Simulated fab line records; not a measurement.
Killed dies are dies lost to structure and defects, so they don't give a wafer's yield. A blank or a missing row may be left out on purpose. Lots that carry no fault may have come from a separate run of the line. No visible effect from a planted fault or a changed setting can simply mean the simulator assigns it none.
fab line records | flow sky130 | part 1 of 2: steps 1 to 24 of 35
[record] lots = 5 | wafers = 15 | last-day = 50
route steps=708 shown VIA4@660 METAL5@661 PASSIVATION@681 PAD_OPEN@694
lots with no fault: from the same line, run without faults
start-h: start of the lot's first displayed wafer, in hours after the record's first day | wait-h: hours since the lot's step before | " the same as in the row above | L1.1+2: a row that stands for several wafers | - no value present, or no start provided | * or withheld: withheld | < > ~ a bound
route shown NAME@n: names a module that has steps shown in the file, with the first one's number in the route | usual: mean/standard deviation of fault-free wafers | same: alike in all rows | chamber/n: place in a boat | sites: per-site readings | _std_site: standard deviation across them | _edge_site: outer sites' mean less inner sites' | radius-mm: how far each site lies from the wafer's centre | mask NAME#n: copy n | behind: tool/chamber where the wafer was last shaped | hold: why the lot went on hold/how many hours it stayed there/how the hold came to an end | device: names the non-switching transistor (n, p or np) | end of line: the tests these same wafers got at the end of their route | a step without rows: its recipe alone | killed: dies lost to structure and defects at the first sort, not the wafer's yield | map: a wafer's dies, marking killed ones x, the rest . and places with no die _
set.NAME: the setting that was run; set.NAME@STEP: the one run at that earlier step | model.NAME: the simulator's own value behind a step, which no gauge read
certain route steps with their lots: each step a table, each wafer a row
services: from which hour (start-h, from the record's first day; less than 0 if before it) a tool's chamber was out of use, for how many hours, and why
[[steps]]
[step SKY_VIA4_CMP_21]
[recipe] stop-on = SiO2 | t-overpolish-s = 25 | down-force-psi = 3.5 | platen-rpm = 60 | target-thk-nm = 0 | pad-velocity-m-s = 0.94248
[usual] motor-current-A = 10.5/0.93 | overpolish-run-s = 25.000/0.01 | time-to-endpoint-s = 120/3.5
lot.wafer | tool   | chamber | start-h | wait-h | motor-current-A | overpolish-run-s | time-to-endpoint-s
L078.3    | cmp-01 | 0       | 1037.20 | 0.0    | 11.6            | 25.019           | 121
L078.2    | "      | 3       | "       | "      | 9.3             | 25.011           | 128
L078.5    | "      | 1       | "       | "      | 10.7            | 24.992           | 125
L084.4    | cmp-01 | 2       | 1080.29 | 0.1    | 10.1            | 25.006           | 119
L084.2    | "      | 3       | "       | "      | 8.9             | 24.999           | 127
L084.5    | "      | 1       | "       | "      | 11.6            | 24.998           | 123
L086.2    | cmp-02 | 3       | 1092.03 | 0.0    | 11.4            | 24.998           | 124
L086.3    | "      | 1       | "       | "      | 11.9            | 24.999           | 124
L086.5    | "      | 3       | "       | "      | 11.3            | 25.009           | 123
L088.4    | cmp-01 | 3       | 1101.40 | 0.0    | 9.2             | 25.002           | 119
L088.2    | "      | 0       | "       | "      | 11.6            | 25.010           | 121
L088.3    | "      | 1       | "       | "      | 10.9            | 25.006           | 117
L096.4    | cmp-02 | 3       | 1145.58 | 0.0    | 10.8            | 24.995           | 118
L096.1    | "      | 1       | "       | "      | 11.4            | 24.997           | 122
L096.3    | "      | 2       | "       | "      | 9.0             | 25.005           | 117
[step SKY_METAL5_SPUTTER_00]
[recipe] material = Ti | target-thk-nm = 15 | power-w = 3000 | time-s = 10 | chamber-pressure-pa = 0.4
[usual] chamber-pressure-pa = 0.4000/0.00086 | throttle-valve-pct = 30.0/1.2
lot.wafer | tool           | chamber | start-h | wait-h | chamber-pressure-pa | throttle-valve-pct
L078.2    | pvd-sputter-04 | -       | 1037.50 | 0.1    | 0.4012              | 32.1
L078.3    | "              | -       | "       | "      | 0.4004              | 28.5
L078.5    | "              | -       | "       | "      | 0.4005              | 30.0
L084.2    | pvd-sputter-03 | -       | 1080.54 | 0.1    | 0.4010              | 30.4
L084.4    | "              | -       | "       | "      | 0.3992              | 28.8
L084.5    | "              | -       | "       | "      | 0.3988              | 30.0
L086.2    | pvd-sputter-04 | -       | 1092.33 | 0.2    | 0.3981              | 30.0
L086.3    | "              | -       | "       | "      | 0.4018              | 28.8
L086.5    | "              | -       | "       | "      | 0.3996              | 32.2
L088.2    | pvd-sputter-04 | -       | 1101.72 | 0.2    | 0.3981              | 31.7
L088.3    | "              | -       | "       | "      | 0.4010              | 28.7
L088.4    | "              | -       | "       | "      | 0.3984              | 32.0
L096.1    | pvd-sputter-04 | -       | 1145.88 | 0.1    | 0.4002              | 32.0
L096.3    | "              | -       | "       | "      | 0.3995              | 30.0
L096.4    | "              | -       | "       | "      | 0.4008              | 31.7
[step SKY_METAL5_SPUTTER_01]
[recipe] material = TiN | target-thk-nm = 20 | power-w = 6500 | time-s = 16.7 | chamber-pressure-pa = 0.4
[usual] chamber-pressure-pa = 0.3999/0.00078 | throttle-valve-pct = 30.0/1.2
lot.wafer | tool           | chamber | start-h | wait-h | chamber-pressure-pa | throttle-valve-pct
L078.2    | pvd-sputter-04 | -       | 1037.52 | 0.0    | 0.4002              | 32.3
L078.3    | "              | -       | "       | "      | 0.3991              | 28.6
L078.5    | "              | -       | "       | "      | 0.3997              | 30.0
L084.2    | pvd-sputter-03 | -       | 1080.56 | 0.0    | 0.4001              | 30.3
L084.4    | "              | -       | "       | "      | 0.3999              | 28.5
L084.5    | "              | -       | "       | "      | 0.4013              | 30.0
L086.2    | pvd-sputter-04 | -       | 1092.36 | 0.0    | 0.3990              | 29.7
L086.3    | "              | -       | "       | "      | 0.3995              | 28.5
L086.5    | "              | -       | "       | "      | 0.4008              | 32.0
L088.2    | pvd-sputter-04 | -       | 1101.75 | 0.0    | 0.4014              | 31.8
L088.3    | "              | -       | "       | "      | 0.3991              | 28.3
L088.4    | "              | -       | "       | "      | 0.4007              | 31.9
L096.1    | pvd-sputter-04 | -       | 1145.91 | 0.0    | 0.4003              | 32.0
L096.3    | "              | -       | "       | "      | 0.4007              | 30.1
L096.4    | "              | -       | "       | "      | 0.4002              | 31.7
[step SKY_METAL5_SPUTTER_02]
[recipe] material = AlCu | target-thk-nm = 1150 | power-w = 10600 | time-s = 61.2 | chamber-pressure-pa = 0.4
[usual] chamber-pressure-pa = 0.4000/0.00086 | throttle-valve-pct = 30.1/1.2
lot.wafer | tool           | chamber | start-h | wait-h | chamber-pressure-pa | throttle-valve-pct
L078.2    | pvd-sputter-04 | -       | 1037.55 | 0.0    | 0.4003              | 32.0
L078.3    | "              | -       | "       | "      | 0.4003              | 28.5
L078.5    | "              | -       | "       | "      | 0.3994              | 30.1
L084.2    | pvd-sputter-03 | -       | 1080.59 | 0.0    | 0.4005              | 30.6
L084.4    | "              | -       | "       | "      | 0.3989              | 28.8
L084.5    | "              | -       | "       | "      | 0.3990              | 30.1
L086.2    | pvd-sputter-04 | -       | 1092.38 | 0.0    | 0.3999              | 30.2
L086.3    | "              | -       | "       | "      | 0.3996              | 28.4
L086.5    | "              | -       | "       | "      | 0.3988              | 32.0
L088.2    | pvd-sputter-04 | -       | 1101.77 | 0.0    | 0.4006              | 32.4
L088.3    | "              | -       | "       | "      | 0.4011              | 28.5
L088.4    | "              | -       | "       | "      | 0.4005              | 32.0
L096.1    | pvd-sputter-04 | -       | 1145.93 | 0.0    | 0.3997              | 32.2
L096.3    | "              | -       | "       | "      | 0.3998              | 29.9
L096.4    | "              | -       | "       | "      | 0.4001              | 31.8
[step SKY_METAL5_SPUTTER_03]
[recipe] material = Ti | target-thk-nm = 5 | power-w = 3000 | time-s = 3.3 | chamber-pressure-pa = 0.4
[usual] chamber-pressure-pa = 0.4000/0.00079 | throttle-valve-pct = 30.0/1.2
lot.wafer | tool           | chamber | start-h | wait-h | chamber-pressure-pa | throttle-valve-pct
L078.2    | pvd-sputter-04 | -       | 1037.60 | 0.0    | 0.3993              | 32.1
L078.3    | "              | -       | "       | "      | 0.4008              | 28.9
L078.5    | "              | -       | "       | "      | 0.4002              | 30.1
L084.2    | pvd-sputter-03 | -       | 1080.64 | 0.0    | 0.3993              | 30.4
L084.4    | "              | -       | "       | "      | 0.4021              | 28.7
L084.5    | "              | -       | "       | "      | 0.3995              | 30.1
L086.2    | pvd-sputter-04 | -       | 1092.43 | 0.0    | 0.4001              | 30.2
L086.3    | "              | -       | "       | "      | 0.4003              | 28.7
L086.5    | "              | -       | "       | "      | 0.3992              | 32.2
L088.2    | pvd-sputter-04 | -       | 1101.82 | 0.0    | 0.4003              | 31.9
L088.3    | "              | -       | "       | "      | 0.4003              | 28.7
L088.4    | "              | -       | "       | "      | 0.4004              | 31.6
L096.1    | pvd-sputter-04 | -       | 1145.98 | 0.0    | 0.4001              | 32.1
L096.3    | "              | -       | "       | "      | 0.4001              | 30.3
L096.4    | "              | -       | "       | "      | 0.3999              | 32.0
[step SKY_METAL5_SPUTTER_04]
[recipe] material = TiN | target-thk-nm = 70 | power-w = 6500 | time-s = 58.3 | chamber-pressure-pa = 0.4
[usual] chamber-pressure-pa = 0.3999/0.00073 | throttle-valve-pct = 30.0/1.2
lot.wafer | tool           | chamber | start-h | wait-h | chamber-pressure-pa | throttle-valve-pct
L078.2    | pvd-sputter-04 | -       | 1037.62 | 0.0    | 0.3991              | 32.4
L078.3    | "              | -       | "       | "      | 0.4000              | 28.3
L078.5    | "              | -       | "       | "      | 0.3990              | 30.2
L084.2    | pvd-sputter-03 | -       | 1080.65 | 0.0    | 0.3999              | 30.4
L084.4    | "              | -       | "       | "      | 0.3985              | 28.8
L084.5    | "              | -       | "       | "      | 0.3996              | 30.1
L086.2    | pvd-sputter-04 | -       | 1092.45 | 0.0    | 0.3985              | 29.9
L086.3    | "              | -       | "       | "      | 0.3989              | 28.6
L086.5    | "              | -       | "       | "      | 0.3996              | 32.2
L088.2    | pvd-sputter-04 | -       | 1101.84 | 0.0    | 0.3989              | 31.8
L088.3    | "              | -       | "       | "      | 0.3993              | 28.4
L088.4    | "              | -       | "       | "      | 0.3986              | 31.6
L096.1    | pvd-sputter-04 | -       | 1146.00 | 0.0    | 0.4001              | 32.4
L096.3    | "              | -       | "       | "      | 0.3996              | 30.0
L096.4    | "              | -       | "       | "      | 0.3983              | 32.0
[step SKY_METAL5_RS_MEAS_05]
[recipe] thk-meas-gauge = four-point-probe | reads = TiN_of_METAL5_SPUTTER_04+Ti_of_METAL5_SPUTTER_03+AlCu_of_METAL5_SPUTTER_02+TiN_of_METAL5_SPUTTER_01+Ti_of_METAL5_SPUTTER_00
[usual] METAL5_ALCU_RS = 0.02712/0.00026
lot.wafer | tool          | chamber | start-h | wait-h | METAL5_ALCU_RS[ohm/sq]
L078.2    | film-metro-01 | -       | 1037.69 | 0.0    | 0.0274
L078.3    | "             | -       | "       | "      | 0.02747
L078.5    | "             | -       | "       | "      | 0.02722
L084.2    | film-metro-04 | -       | 1080.76 | 0.1    | 0.0271
L084.4    | "             | -       | "       | "      | 0.02728
L084.5    | "             | -       | "       | "      | 0.02729
L086.2    | film-metro-04 | -       | 1092.52 | 0.0    | 0.02685
L086.3    | "             | -       | "       | "      | 0.02712
L086.5    | "             | -       | "       | "      | 0.02709
L088.2    | film-metro-01 | -       | 1101.91 | 0.0    | 0.02694
L088.3    | "             | -       | "       | "      | 0.02699
L088.4    | "             | -       | "       | "      | 0.02688
L096.1    | film-metro-04 | -       | 1146.05 | 0.0    | 0.02745
L096.3    | "             | -       | "       | "      | 0.02719
L096.4    | "             | -       | "       | "      | 0.02745
[step SKY_METAL5_THK_MEAS_06]
[recipe] thk-meas-gauge = xrf | reads = AlCu_of_METAL5_SPUTTER_02
[usual] METAL5_ALCU_THK = 1145/14
lot.wafer | tool          | chamber | start-h | wait-h | METAL5_ALCU_THK[nm]
L078.2    | film-metro-01 | -       | 1037.80 | 0.1    | 1122
L078.3    | "             | -       | "       | "      | 1116
L078.5    | "             | -       | "       | "      | 1128
L084.2    | film-metro-04 | -       | 1080.87 | 0.1    | 1156
L084.4    | "             | -       | "       | "      | 1146
L084.5    | "             | -       | "       | "      | 1147
L086.2    | film-metro-04 | -       | 1092.63 | 0.1    | 1153
L086.3    | "             | -       | "       | "      | 1154
L086.5    | "             | -       | "       | "      | 1147
L088.2    | film-metro-01 | -       | 1102.02 | 0.1    | 1148
L088.3    | "             | -       | "       | "      | 1155
L088.4    | "             | -       | "       | "      | 1152
L096.1    | film-metro-04 | -       | 1146.17 | 0.1    | 1129
L096.3    | "             | -       | "       | "      | 1146
L096.4    | "             | -       | "       | "      | 1136
[step SKY_METAL5_DEHYDRATE_07]
[recipe] temp-c = 200 | time-s = 60
lot.wafer  | tool           | chamber | start-h | wait-h
L078.2+3+5 | litho-track-01 | 0       | 1048.93 | 11.1
L084.2+4+5 | litho-track-02 | 0       | 1090.78 | 9.9
L086.2+3+5 | litho-track-03 | 0       | 1102.11 | 9.5
L088.2+3+4 | litho-track-02 | 0       | 1111.98 | 10.0
L096.1+3+4 | litho-track-03 | 0       | 1154.79 | 8.6
[step SKY_METAL5_HMDS_08]
[recipe] prime-time-s = 60 | prime-temp-c = 120
[usual] prime-temp-c = 120.02/0.13
lot.wafer | tool           | chamber | start-h | wait-h | prime-temp-c
L078.2    | litho-track-01 | 0       | 1049.08 | 0.1    | 120.20
L078.3    | "              | 0       | "       | "      | 119.99
L078.5    | "              | 0       | "       | "      | 119.84
L084.2    | litho-track-02 | 0       | 1090.93 | 0.1    | 120.04
L084.4    | "              | 0       | "       | "      | 120.12
L084.5    | "              | 0       | "       | "      | 119.90
L086.2    | litho-track-03 | 0       | 1102.26 | 0.1    | 120.01
L086.3    | "              | 0       | "       | "      | 120.13
L086.5    | "              | 0       | "       | "      | 120.14
L088.2    | litho-track-02 | 0       | 1112.13 | 0.1    | 119.88
L088.3    | "              | 0       | "       | "      | 119.82
L088.4    | "              | 0       | "       | "      | 119.91
L096.1    | litho-track-03 | 0       | 1154.94 | 0.1    | 119.95
L096.3    | "              | 0       | "       | "      | 119.99
L096.4    | "              | 0       | "       | "      | 120.08
[step SKY_METAL5_COAT_09]
[recipe] resist = NOVOLAK | spin-rpm = 3000 | resist-thk-nm = 1800
lot.wafer  | tool           | chamber | start-h | wait-h
L078.2+3+5 | litho-track-01 | 0       | 1049.23 | 0.1
L084.2+4+5 | litho-track-02 | 0       | 1091.08 | 0.1
L086.2+3+5 | litho-track-03 | 0       | 1102.41 | 0.1
L088.2+3+4 | litho-track-02 | 0       | 1112.28 | 0.1
L096.1+3+4 | litho-track-03 | 0       | 1155.09 | 0.1
[step SKY_METAL5_SOFTBAKE_10]
[recipe] temp-c = 90 | time-s = 60 | resist = NOVOLAK
lot.wafer  | tool           | chamber | start-h | wait-h
L078.2+3+5 | litho-track-01 | 0       | 1049.38 | 0.1
L084.2+4+5 | litho-track-02 | 0       | 1091.23 | 0.1
L086.2+3+5 | litho-track-03 | 0       | 1102.56 | 0.1
L088.2+3+4 | litho-track-02 | 0       | 1112.43 | 0.1
L096.1+3+4 | litho-track-03 | 0       | 1155.24 | 0.1
[step SKY_METAL5_EXPOSE_11]
[recipe] mask-id = MM5 | na = 0.6 | source-shape = conventional | sigma-outer = 0.6 | polarization = unpolarized | target-cd-nm = 1600 | dose-mj = 190
[usual] focus-offset-nm = -0.1/0.52
lot.wafer | tool             | chamber | start-h | wait-h | mask  | focus-offset-nm
L078.2    | iline-stepper-02 | 0       | -       | -      | MM5#0 | -0.6
L078.3    | "                | 0       | "       | "      | MM5#0 | -0.3
L078.5    | "                | 0       | "       | "      | MM5#0 | -0.2
L084.2    | iline-stepper-02 | 0       | -       | -      | MM5#0 | -0.7
L084.4    | "                | 0       | "       | "      | MM5#0 | -0.4
L084.5    | "                | 0       | "       | "      | MM5#0 | -0.3
L086.2    | iline-stepper-01 | 0       | -       | -      | MM5#0 | 0.7
L086.3    | "                | 0       | "       | "      | MM5#0 | 0.4
L086.5    | "                | 0       | "       | "      | MM5#0 | -0.2
L088.2    | iline-stepper-01 | 0       | -       | -      | MM5#0 | -0.7
L088.3    | "                | 0       | "       | "      | MM5#0 | -0.7
L088.4    | "                | 0       | "       | "      | MM5#0 | -0.6
L096.1    | iline-stepper-02 | 0       | -       | -      | MM5#0 | 0.5
L096.3    | "                | 0       | "       | "      | MM5#0 | 0.7
L096.4    | "                | 0       | "       | "      | MM5#0 | 0.3
[step SKY_METAL5_PEB_12]
[recipe] temp-c = withheld | time-s = * | resist = NOVOLAK
lot.wafer  | tool           | chamber | start-h | wait-h
L078.2+3+5 | litho-track-01 | 0       | -       | -
L084.2+4+5 | litho-track-01 | 0       | -       | -
L086.2+3+5 | litho-track-01 | 0       | -       | -
L088.2+3+4 | litho-track-02 | 0       | -       | -
L096.1+3+4 | litho-track-02 | 0       | -       | -
[step SKY_METAL5_DEVELOP_13]
[recipe] resist = NOVOLAK | developer = TMAH | develop-time-s = 60 | dev-temp-c = 23
lot.wafer  | tool           | chamber | start-h | wait-h
L078.2+3+5 | litho-track-01 | 0       | 1059.28 | 0.1
L084.2+4+5 | litho-track-01 | 0       | 1100.88 | 0.1
L086.2+3+5 | litho-track-01 | 0       | 1113.29 | 0.1
L088.2+3+4 | litho-track-02 | 0       | 1122.13 | 0.1
L096.1+3+4 | litho-track-02 | 0       | 1163.81 | 0.1
[step SKY_METAL5_DESCUM_14]
[recipe] chemistry = O2 | source-power-w = 150 | bias-power-w = 0 | pressure-mtorr = 10 | temp-c = 40 | time-s = 11
[usual] drypump-motor-current-A = 5.8/0.56 | he-backside-leak-sccm = 3.49/0.29 | oes-product-au = 1.000/0.0066 | rf-fwd-power-W = 147.0/0.73
lot.wafer | tool         | chamber | start-h | wait-h | drypump-motor-current-A | he-backside-leak-sccm | oes-product-au | rf-fwd-power-W | rf-hours-counter-h
L078.2    | rie-metal-03 | 1       | 1059.41 | 0.1    | 5.6                     | 3.37                  | 0.999          | 147.1          | 10
L078.3    | "            | 0       | "       | "      | 6.2                     | 3.37                  | 1.003          | 146.5          | -
L078.5    | "            | 0       | "       | "      | 6.2                     | 3.54                  | 1.009          | 146.8          | -
L084.2    | rie-metal-03 | 0       | 1101.01 | 0.1    | 6.2                     | 3.65                  | 1.000          | 145.9          | 16
L084.4    | "            | 0       | "       | "      | 6.2                     | 3.46                  | 1.006          | 146.9          | -
L084.5    | "            | 1       | "       | "      | 5.6                     | 3.26                  | 1.005          | 146.6          | -
L086.2    | rie-metal-03 | 1       | 1113.41 | 0.1    | 5.5                     | 3.24                  | 0.988          | 146.9          | 13
L086.3    | "            | 0       | "       | "      | 6.2                     | 3.56                  | 0.995          | 146.2          | -
L086.5    | "            | 1       | "       | "      | 5.6                     | 3.18                  | 1.000          | 146.8          | -
L088.2    | rie-metal-04 | 1       | 1122.26 | 0.1    | 6.2                     | 3.23                  | 1.010          | 147.0          | 26
L088.3    | "            | 0       | "       | "      | 5.7                     | 3.73                  | 1.001          | 146.2          | -
L088.4    | "            | 1       | "       | "      | 6.2                     | 3.07                  | 1.006          | 146.5          | -
L096.1    | rie-metal-03 | 0       | 1163.96 | 0.1    | 6.2                     | 3.43                  | 0.998          | 146.7          | 21
L096.3    | "            | 1       | "       | "      | 5.5                     | 3.35                  | 0.996          | 147.5          | -
L096.4    | "            | 0       | "       | "      | 6.2                     | 3.35                  | 0.995          | 146.4          | -
[step SKY_METAL5_METAL_ETCH_15]
[recipe] target-depth-a = 12600 | stop-on = SiO2 | over-etch-frac = 0.2 | time-s = 252 | chemistry = Cl2/BCl3 | resist-sidewall-deg = 86 | pressure-mtorr = 10 | icp-w = 900 | bias-w = 48.5 | Cl2_flow_sccm = 60 | bcl3-flow-sccm = 30
[usual] drypump-motor-current-A = 5.8/0.56 | he-backside-leak-sccm = 3.51/0.29 | oes-product-au = 0.894/0.0055 | rf-fwd-power-W = 897.2/3 | throttle-valve-pct = 22.263/0.0085
lot.wafer | tool         | chamber | start-h | wait-h | drypump-motor-current-A | he-backside-leak-sccm | oes-product-au | rf-fwd-power-W | rf-hours-counter-h | throttle-valve-pct
L078.2    | rie-metal-03 | 1       | 1059.44 | 0.0    | 5.6                     | 3.37                  | 0.894          | 895.6          | 10                 | 22.267
L078.3    | "            | 0       | "       | "      | 6.2                     | 3.51                  | 0.906          | 895.3          | -                  | 22.283
L078.5    | "            | 0       | "       | "      | 6.2                     | 3.54                  | 0.890          | 900.0          | -                  | 22.248
L084.2    | rie-metal-03 | 0       | 1101.04 | 0.0    | 6.2                     | 3.40                  | 0.874          | 898.1          | 16                 | 22.271
L084.4    | "            | 0       | "       | "      | 6.2                     | 3.45                  | 0.902          | 898.1          | -                  | 22.270
L084.5    | "            | 1       | "       | "      | 5.5                     | 3.11                  | 0.892          | 898.1          | -                  | 22.263
L086.2    | rie-metal-03 | 1       | 1113.44 | 0.0    | 5.6                     | 3.42                  | 0.890          | 893.4          | 13                 | 22.256
L086.3    | "            | 0       | "       | "      | 6.2                     | 3.36                  | 0.893          | 896.4          | -                  | 22.271
L086.5    | "            | 1       | "       | "      | 5.5                     | 3.28                  | 0.891          | 898.6          | -                  | 22.258
L088.2    | rie-metal-04 | 1       | 1122.29 | 0.0    | 6.2                     | 3.45                  | 0.899          | 898.0          | 26                 | 22.266
L088.3    | "            | 0       | "       | "      | 5.7                     | 3.55                  | 0.896          | 898.7          | -                  | 22.275
L088.4    | "            | 1       | "       | "      | 6.2                     | 3.56                  | 0.902          | 898.0          | -                  | 22.266
L096.1    | rie-metal-03 | 0       | 1163.99 | 0.0    | 6.2                     | 3.34                  | 0.892          | 899.0          | 21                 | 22.272
L096.3    | "            | 1       | "       | "      | 5.5                     | 3.50                  | 0.898          | 895.4          | -                  | 22.252
L096.4    | "            | 0       | "       | "      | 6.2                     | 3.36                  | 0.889          | 897.3          | -                  | 22.261
[step SKY_METAL5_STRIP_16]
[recipe] chemistry = O2/N2 | power-w = 1400 | pressure-mtorr = 1500 | platen-temp-c = withheld | o2-flow-sccm = 3000 | n2-flow-sccm = 300 | overash-fraction = 0.5
[usual] drypump-motor-current-A = 5.6/0.5 | n2-flow-sccm = 300.0/0.81 | oes-product-au = 0.710/0.0045 | strip-time-to-endpoint-s = 13.04/0.1
lot.wafer | tool            | chamber | start-h | wait-h | drypump-motor-current-A | n2-flow-sccm | oes-product-au | rf-hours-counter-h | strip-time-to-endpoint-s
L078.2    | plasma-asher-01 | 1       | 1059.68 | 0.2    | 5.8                     | 300.8        | 0.705          | 98                 | 13.07
L078.3    | "               | 0       | "       | "      | 6.7                     | 300.4        | 0.708          | -                  | 13.06
L078.5    | "               | 1       | "       | "      | 5.8                     | 300.4        | 0.713          | -                  | 13.02
L084.2    | plasma-asher-03 | 0       | 1101.28 | 0.2    | 5.6                     | 298.8        | 0.706          | 76                 | 13.11
L084.4    | "               | 1       | "       | "      | 5.3                     | 299.9        | 0.713          | -                  | 13.02
L084.5    | "               | 0       | "       | "      | 5.6                     | 300.6        | 0.709          | -                  | 13.14
L086.2    | plasma-asher-01 | 0       | 1113.68 | 0.2    | 6.7                     | 300.7        | 0.707          | 103                | 13.18
L086.3    | "               | 0       | "       | "      | 6.8                     | 298.7        | 0.710          | -                  | 13.03
L086.5    | "               | 1       | "       | "      | 5.8                     | 300.4        | 0.714          | -                  | 13.12
L088.2    | plasma-asher-02 | 0       | 1122.53 | 0.2    | 5.3                     | 298.7        | 0.709          | 5                  | 12.99
L088.3    | "               | 0       | "       | "      | 5.2                     | 299.6        | 0.711          | -                  | 12.92
L088.4    | "               | 1       | "       | "      | 5.1                     | 299.3        | 0.712          | -                  | 12.96
L096.1    | plasma-asher-02 | 0       | 1164.23 | 0.2    | 5.3                     | 300.4        | 0.714          | 10                 | 12.92
L096.3    | "               | 0       | "       | "      | 5.3                     | 300.6        | 0.704          | -                  | 13.02
L096.4    | "               | 1       | "       | "      | 5.1                     | 301.8        | 0.706          | -                  | 12.88
[step SKY_METAL5_STRIP_17]
[recipe] chemistry = post-etch-residue-remover | time-s = 1200 | temp-c = 72.5
lot.wafer  | tool         | chamber | start-h | wait-h
L078.2+3+5 | wet-bench-04 | 0       | 1059.78 | 0.1
L084.2+4+5 | wet-bench-04 | 1       | 1101.38 | 0.1
L086.2+3+5 | wet-bench-01 | 0       | 1113.78 | 0.1
L088.2+3+4 | wet-bench-02 | 3       | 1122.63 | 0.1
L096.1+3+4 | wet-bench-01 | 2       | 1164.39 | 0.1
[step SKY_METAL5_CLEAN_18]
[recipe] chemistry = IPA | time-s = 180 | temp-c = 25
lot.wafer  | tool         | chamber | start-h | wait-h
L078.2+3+5 | wet-bench-02 | 1       | 1060.12 | 0.0
L084.2+4+5 | wet-bench-01 | 0       | 1101.72 | 0.0
L086.2+3+5 | wet-bench-02 | 0       | 1114.15 | 0.0
L088.2+3+4 | wet-bench-04 | 1       | 1122.97 | 0.0
L096.1+3+4 | wet-bench-01 | 2       | 1164.79 | 0.1
[step SKY_METAL5_CLEAN_19]
[recipe] chemistry = O3/DIW | dry = n2-spin
lot.wafer  | tool         | chamber | start-h | wait-h
L078.2+3+5 | wet-bench-01 | 3       | 1060.18 | 0.0
L084.2+4+5 | wet-bench-02 | 3       | 1101.78 | 0.0
L086.2+3+5 | wet-bench-01 | 3       | 1114.21 | 0.0
L088.2+3+4 | wet-bench-04 | 0       | 1123.03 | 0.0
L096.1+3+4 | wet-bench-04 | 0       | 1164.96 | 0.1
[step SKY_PASSIVATION_CVD_00]
[recipe] material = SiO2 | target-thk-nm = 90 | temp-c = 400 | time-s = withheld | rf-w = 600
[usual] heater-power-w = 699/81 | rf-fwd-power-W = 589.0/2.1
lot.wafer | tool     | chamber | start-h | wait-h | heater-power-w | rf-fwd-power-W
L078.2    | pecvd-04 | 2       | 1060.27 | 0.0    | 769            | 590.4
L078.3    | "        | 0       | "       | "      | 764            | 590.5
L078.5    | "        | 2       | "       | "      | 774            | 589.5
L084.2    | pecvd-01 | 0       | 1101.88 | 0.0    | 567            | 584.3
L084.4    | "        | 2       | "       | "      | 711            | 587.4
L084.5    | "        | 1       | "       | "      | 745            | 587.5
L086.2    | pecvd-04 | 1       | 1114.31 | 0.0    | 697            | 590.2
L086.3    | "        | 2       | "       | "      | 770            | 591.7
L086.5    | "        | 0       | "       | "      | 721            | 588.1
L088.2    | pecvd-01 | 1       | 1123.13 | 0.0    | 654            | 588.6
L088.3    | "        | 2       | "       | "      | 609            | 592.6
L088.4    | "        | 0       | "       | "      | 500            | 587.2
L096.1    | pecvd-01 | 0       | 1165.05 | 0.0    | 591            | 588.2
L096.3    | "        | 1       | "       | "      | 654            | 591.3
L096.4    | "        | 0       | "       | "      | 580            | 589.4
[step SKY_PASSIVATION_THK_MEAS_01]
[recipe] reads = SiO2_of_PASSIVATION_CVD_00
[usual] PASSIVATION_CVD_00_THK = 90.2/1.3
lot.wafer | tool          | chamber | start-h | wait-h | PASSIVATION_CVD_00_THK[nm]
L078.2    | film-metro-03 | -       | 1060.30 | -      | 90.7
L078.3    | "             | -       | "       | "      | 91.2
L078.5    | "             | -       | "       | "      | 92.2
L084.2    | film-metro-03 | -       | 1101.91 | -      | 91.3
L084.4    | "             | -       | "       | "      | 92.3
L084.5    | "             | -       | "       | "      | 91.3
L086.2    | film-metro-03 | -       | 1114.34 | -      | 89.4
L086.3    | "             | -       | "       | "      | 90.2
L086.5    | "             | -       | "       | "      | 91.4
L088.2    | film-metro-03 | -       | 1123.17 | -      | 89.0
L088.3    | "             | -       | "       | "      | 90.5
L088.4    | "             | -       | "       | "      | 90.7
L096.1    | film-metro-04 | -       | 1165.07 | -      | 88.0
L096.3    | "             | -       | "       | "      | 89.0
L096.4    | "             | -       | "       | "      | 90.1
[step SKY_PASSIVATION_CVD_02]
[recipe] material = Si3N4 | target-thk-nm = 540 | temp-c = 400 | time-s = withheld | rf-w = 450
[usual] heater-power-w = 746/93 | rf-fwd-power-W = 449.2/1.4
lot.wafer | tool     | chamber | start-h | wait-h | heater-power-w | rf-fwd-power-W
L078.2    | pecvd-01 | 0       | 1060.35 | 0.0    | 602            | 447.2
L078.3    | "        | 2       | "       | "      | 687            | 449.0
L078.5    | "        | 0       | "       | "      | 621            | 449.4
L084.2    | pecvd-03 | 1       | 1101.96 | 0.0    | 622            | 450.2
L084.4    | "        | 2       | "       | "      | 745            | 447.8
L084.5    | "        | 0       | "       | "      | 772            | 449.5
L086.2    | pecvd-03 | 0       | 1114.39 | 0.0    | 665            | 450.2
L086.3    | "        | 1       | "       | "      | 650            | 447.6
L086.5    | "        | 2       | "       | "      | 713            | 450.4
L088.2    | pecvd-04 | 1       | 1123.22 | 0.0    | 856            | 449.7
L088.3    | "        | 0       | "       | "      | 731            | 449.3
L088.4    | "        | 0       | "       | "      | 770            | 448.2
L096.1    | pecvd-04 | 2       | 1165.13 | 0.1    | 859            | 449.9
L096.3    | "        | 0       | "       | "      | 856            | 448.4
L096.4    | "        | 1       | "       | "      | 749            | 448.9
